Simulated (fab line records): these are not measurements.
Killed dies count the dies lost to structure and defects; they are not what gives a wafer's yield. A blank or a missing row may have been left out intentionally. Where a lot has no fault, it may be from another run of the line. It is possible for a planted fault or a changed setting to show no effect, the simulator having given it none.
Problem report in the 8D (eight disciplines) form, filled by code	flow gf180mcu	the parts of the form that need people (team, actions taken, sign-off) are left out

== 1. WHAT IS WRONG ==
M2_ALCU_THK at GF_M2_THK_MEAS_06 reads a mean of 413 nm on 2 wafers of 1 lot; wafers without a fault read 443 nm with a standard deviation of 4.7. Measured from the usual mean, that is -6.4 standard deviations.
The step: measures by xrf.
Seen first at day 22 15:42 on film metro-03, wafer L277.3. Wafers with a number at this step in the record: 33, from 11 lots. The rule behind "out" and "out of limits": a value lying over 4 standard deviations away from the usual mean. Any other wafer with a number is counted as sound.

== 2. WHAT THIS IS AND IS NOT ==
question	is	is not
which readings at this step	M2_ALCU_THK	-
which lots	L277	L267, L268, L269, L270, L274, L285, L287, L288, L289, L290
which wafers of those lots	L277.3, L277.5	L277.2
read on which gauges	film metro-03	film metro-01, film metro-02
when	from day 22 15:42	up to then (16 sound wafers); but 15 sound wafers of L285, L287, L288, L289, L290 came after

== 3. WHAT RULES OUT EACH SUSPECT ==
Counting: a tool at a process step up to the reading stays a suspect if it ran every lot that is out. Sound lots after the first of them don't rule it out here, since some wafers of a struck lot are sound.
- the gauge at GF_M2_THK_MEAS_06: kept. All the wafers that are out were read on film metro-03, and no step on other tools shows them out.
- cvd w-02 at GF_V1_CVD_23 (deposits W, target thk 350 nm, time 105.05 s): kept. L277, the lot that is out, went through it at day 22 14:45; up to then, the latest sound lot through it was L269 at day 19 15:11.
- pvd sputter-02 at GF_M2_SPUTTER_00 (material Ti, target thk 37.5 nm, time 150 s): kept. L277, the lot that is out, went through it at day 22 15:20; up to then, the latest sound lot through it was L270 at day 19 23:45.
- pvd sputter-02 at GF_M2_SPUTTER_02 (material AlCu, target thk 450 nm, time 23.9 s): kept. L277, the lot that is out, went through it at day 22 15:29; up to then, the latest sound lot through it was L270 at day 19 23:53.
- pvd sputter-02 at GF_M2_SPUTTER_04 (material TiN, target thk 50 nm, time 41.7 s): kept. L277, the lot that is out, went through it at day 22 15:32; up to then, the latest sound lot through it was L270 at day 19 23:56.
- Within cvd w-02 at GF_V1_CVD_23: the wafers that are out ran in chamber 1; their sound lot-mates ran in chamber 0.
Left after counting: cvd w-02 at GF_V1_CVD_23, pvd sputter-02 at GF_M2_SPUTTER_00, pvd sputter-02 at GF_M2_SPUTTER_02, pvd sputter-02 at GF_M2_SPUTTER_04, film metro-03 at GF_M2_THK_MEAS_06.

== 4. THE CAUSE (what the simulator had put in) ==
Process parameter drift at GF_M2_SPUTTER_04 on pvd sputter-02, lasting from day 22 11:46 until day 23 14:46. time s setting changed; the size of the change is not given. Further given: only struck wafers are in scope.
This tool is one of the 5 suspects left after counting.

== 5. THE EFFECT CHAIN, in route order ==
Rows list readings where the struck wafers' mean (over those with a number) sits beyond 3 standard deviations from the usual. Only readings for which the record gives a usual standard deviation are gone through. hours: the time from each lot's start at the first step in this table that gives one to its start at this step, as a median over the lots. sigmas: the change in usual standard deviations.
hours	step	reading	usual	on struck wafers	change	sigmas
0	GF_M2_THK_MEAS_06	M2_ALCU_THK	443 nm	413	-30	-6.4

== 6. HOW IT WOULD HAVE BEEN CAUGHT EARLIER ==
The first out-of-limits reading at a measuring or inspecting step in this record came at day 22 15:42, 4 hours after the fault's start at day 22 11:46.
No tool reading at GF_M2_SPUTTER_04 that has a usual standard deviation in the record was out on any struck wafer, so an alarm limit of 4 standard deviations on those readings would not have fired.
Lots out: 1; all had begun GF_M2_SPUTTER_04 on pvd sputter-02 by day 22 15:42. Holding the tool at that point would not have protected any of them.
